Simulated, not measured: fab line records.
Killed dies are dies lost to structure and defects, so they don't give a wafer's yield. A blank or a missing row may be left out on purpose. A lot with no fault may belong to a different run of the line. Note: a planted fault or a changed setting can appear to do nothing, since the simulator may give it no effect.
A single fault, viewed from 2 desks | flow sky130 | each desk has only its own numbers; what lay behind them comes last

## METROLOGY DESK
Means of the sampled wafers that have a number, per lot and without regard to the tool the lot ran on: this is what the gauges read. Any lot whose mean is over 4 standard deviations away from the usual mean is out of limits and marked OUT; that distance is given in the brackets.
Columns: A = VIA2_W_RS at SKY_VIA2_RS_MEAS_22, usual 0.2730 ohm/sq; B = METAL4_OVL at SKY_METAL4_OVL_MEAS_14, usual -2 nm
lot  | first seen here | A      | B
L362 | day 36 17:14    | 0.2723 | 0
L363 | day 36 21:48    | 0.2740 | -11
L366 | day 38 07:08    | 0.2772 | -12
L367 | day 38 13:56    | 0.2767 | -1
L369 | day 38 17:41    | 0.2740 | -1
L370 | day 39 06:47    | 0.2738 | -5
L371 | day 39 11:45    | 0.2742 | 4
L372 | day 39 16:23    | 0.2695 | 4
L376 | day 40 19:11    | 0.2740 | -6
L383 | day 42 19:51    | 0.2686 | -7
L382 | day 42 21:03    | 0.2694 | -4
L385 | day 43 01:41    | 0.2717 | 0
Finding of this desk: none of the 12 lots has anything out of limits.

## THE TOOL OWNER'S DESK: pvdSputter-01
At SKY_METAL2_SPUTTER_01 (material TiN, target thk 20 nm, time 16.7 s) the tool's own readings: per lot run on this tool, the mean of the sampled wafers that have a number. Any lot whose mean is over 4 standard deviations away from the usual mean is out of limits and marked OUT; that distance is given in the brackets.
Columns: A = throttleValvePct at SKY_METAL2_SPUTTER_01, usual 29.9 %
lot  | first seen here | A
L367 | day 36 07:31    | 28.7
L370 | day 37 01:23    | 29.7
L371 | day 37 06:45    | 30.4
L372 | day 37 10:19    | 28.4
L376 | day 38 15:20    | 31.2
L385 | day 40 23:40    | 30.1
Finding of this desk: none of the 6 lots has anything out of limits.

## PUT TOGETHER
Nothing out of limits was seen by the metrology desk.
Nothing out of limits was seen by the tool owner's desk.

## WHAT WAS PUT IN BY THE SIMULATOR
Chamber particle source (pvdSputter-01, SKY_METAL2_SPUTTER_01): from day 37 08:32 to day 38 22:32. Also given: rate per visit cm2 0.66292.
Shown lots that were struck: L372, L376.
